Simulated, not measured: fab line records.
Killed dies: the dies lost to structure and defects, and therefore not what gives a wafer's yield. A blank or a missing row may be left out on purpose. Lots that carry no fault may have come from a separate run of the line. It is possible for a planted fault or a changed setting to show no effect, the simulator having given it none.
Chamber matching	flow sky130	SKY_CONTACT_CMP_04 on cmp-02 has 4 sister chambers
The step polishes SiO2. 8 wafers are shown with their chamber, then 11 later ones without.

## WAFERS WITH THEIR CHAMBER
wafer	chamber	motor_current_A (A)	time_to_endpoint_s (s)
L082.3	0	14.5	80
L082.6	1	10.3	88
L085.1	0	14.0	79
L085.5	2	10.8	81
L086.1	2	9.6	86
L086.3	3	11.0	85
L086.4	1	10.7	86
L088.1	3	10.9	81

## WAFERS MISSING THEIR CHAMBER
wafer	motor_current_A (A)	time_to_endpoint_s (s)
L088.3	10.5	83
L088.4	9.7	80
L092.1	11.4	83
L092.3	10.0	78
L092.5	10.2	77
L094.3	13.6	77
L094.5	13.8	74
L094.6	10.6	78
L095.2	10.7	79
L095.4	14.2	79
L095.6	14.5	72

## EACH ONE'S CHAMBER
wafer	from the rows above	in truth
L088.3	can't be placed: 2 or 3 or 1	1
L088.4	can't be placed: 2 or 3 or 1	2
L092.1	can't be placed: 3 or 2 or 1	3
L092.3	can't be placed: 2 or 3 or 1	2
L092.5	can't be placed: 2 or 3 or 1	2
L094.3	0	0
L094.5	0	0
L094.6	can't be placed: 3 or 2 or 1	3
L095.2	can't be placed: 3 or 2 or 1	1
L095.4	0	0
L095.6	0	0
Correct placement for 4 of the 11. Not placeable from these rows: 7 (in 7, the candidates include the true chamber). Placed wrongly: 0.
How it was worked out, from the rows above alone: a wafer's distance from a chamber is the root of the sum, over the readings, of the square of ((its reading less the chamber's mean) divided by the reading's scatter). The wafer belongs to the nearest chamber; if the next one is less than 2 further off, it can't be placed. Each chamber's mean is taken over the wafers shown for it. The scatter is the square root of a quotient: the sum, over the shown wafers, of each reading's squared deviation from its chamber's mean, divided by wafers minus chambers.
